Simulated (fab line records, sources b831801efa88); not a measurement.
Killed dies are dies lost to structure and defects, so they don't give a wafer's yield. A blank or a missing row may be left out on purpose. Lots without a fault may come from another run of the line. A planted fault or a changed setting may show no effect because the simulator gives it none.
Chamber matching | flow gf180mcu | GF_CONTACT_CMP_04 on cmp-01: 4 sister chambers
The step polishes SiO2. 4 wafers are shown with their chamber, then 9 later ones without.

WAFERS WITH THEIR CHAMBER
wafer  | chamber | motor_current_A (A)
L971.1 | 2       | 10.8
L972.2 | 1       | 9.9
L973.1 | 0       | 11.3
L973.5 | 3       | 11.8

WAFERS WITHOUT THEIR CHAMBER
wafer  | motor_current_A (A)
L977.2 | 11.6
L977.5 | 11.7
L977.6 | 11.9
L978.2 | 11.1
L978.4 | 12.5
L978.5 | 11.9
L982.2 | 11.2
L982.3 | 11.4
L982.5 | 11.7

WHICH CHAMBER EACH WENT THROUGH
wafer  | from the rows above          | in truth
L977.2 | can't be placed: 3 or 0      | 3
L977.5 | can't be placed: 3 or 0      | 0
L977.6 | can't be placed: 3 or 0      | 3
L978.2 | can't be placed: 0 or 2 or 3 | 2
L978.4 | can't be placed: 3 or 0      | 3
L978.5 | can't be placed: 3 or 0      | 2
L982.2 | can't be placed: 0 or 2 or 3 | 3
L982.3 | can't be placed: 0 or 3 or 2 | 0
L982.5 | can't be placed: 3 or 0      | 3
Placed correctly: 0 of 9. Can't be placed from these rows: 9 (the true chamber is among the candidates in 8). Placed wrongly: 0.
How it was worked out, from the rows above alone: a wafer's distance from a chamber is the root of the sum, over the readings, of the square of ((its reading less the chamber's mean) divided by the reading's scatter). The wafer belongs to the nearest chamber; if the next one is less than 2 further off, it can't be placed. A chamber's mean is the mean of its shown wafers. The scatter: with one shown wafer a chamber, the root of the mean of the squares of how far each hidden wafer lies from its nearest shown one.
